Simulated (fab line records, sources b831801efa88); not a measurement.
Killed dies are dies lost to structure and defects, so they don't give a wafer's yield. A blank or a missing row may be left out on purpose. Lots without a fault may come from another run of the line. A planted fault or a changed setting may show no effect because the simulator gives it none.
Chamber matching | flow sfq_line | SFQ_TRILAYER_I2_CMP_CMP_064 on cmp-02: 4 sister chambers
The step polishes SiO2. 8 wafers are shown with their chamber, then 6 later ones without.

WAFERS WITH THEIR CHAMBER
wafer  | chamber | motor_current_A (A) | time_to_endpoint_s (s)
L738.3 | 3       | 10.0                | 213
L747.3 | 1       | 8.6                 | 234
L750.1 | 0       | 11.1                | 212
L750.3 | 3       | 10.0                | 216
L750.4 | 2       | 10.0                | 224
L753.2 | 0       | 10.4                | 211
L753.5 | 1       | 9.0                 | 220
L753.6 | 2       | 9.4                 | 222

WAFERS WITHOUT THEIR CHAMBER
wafer  | motor_current_A (A) | time_to_endpoint_s (s)
L755.1 | 9.9                 | 221
L755.3 | 10.3                | 216
L755.5 | 9.2                 | 221
L758.2 | 9.5                 | 212
L758.1 | 8.5                 | 209
L758.3 | 10.9                | 209

WHICH CHAMBER EACH WENT THROUGH
wafer  | from the rows above          | in truth
L755.1 | can't be placed: 2 or 3      | 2
L755.3 | can't be placed: 3 or 0 or 2 | 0
L755.5 | can't be placed: 2 or 1 or 3 | 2
L758.2 | can't be placed: 3 or 2      | 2
L758.1 | can't be placed: 1 or 2 or 3 | 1
L758.3 | 0                            | 0
Placed correctly: 1 of 6. Can't be placed from these rows: 5 (the true chamber is among the candidates in 5). Placed wrongly: 0.
How it was worked out, from the rows above alone: a wafer's distance from a chamber is the root of the sum, over the readings, of the square of ((its reading less the chamber's mean) divided by the reading's scatter). The wafer belongs to the nearest chamber; if the next one is less than 2 further off, it can't be placed. A chamber's mean is the mean of its shown wafers. The scatter: the root of (the sum of the squares of (reading less its chamber's mean) over the shown wafers, divided by (wafers less chambers)).
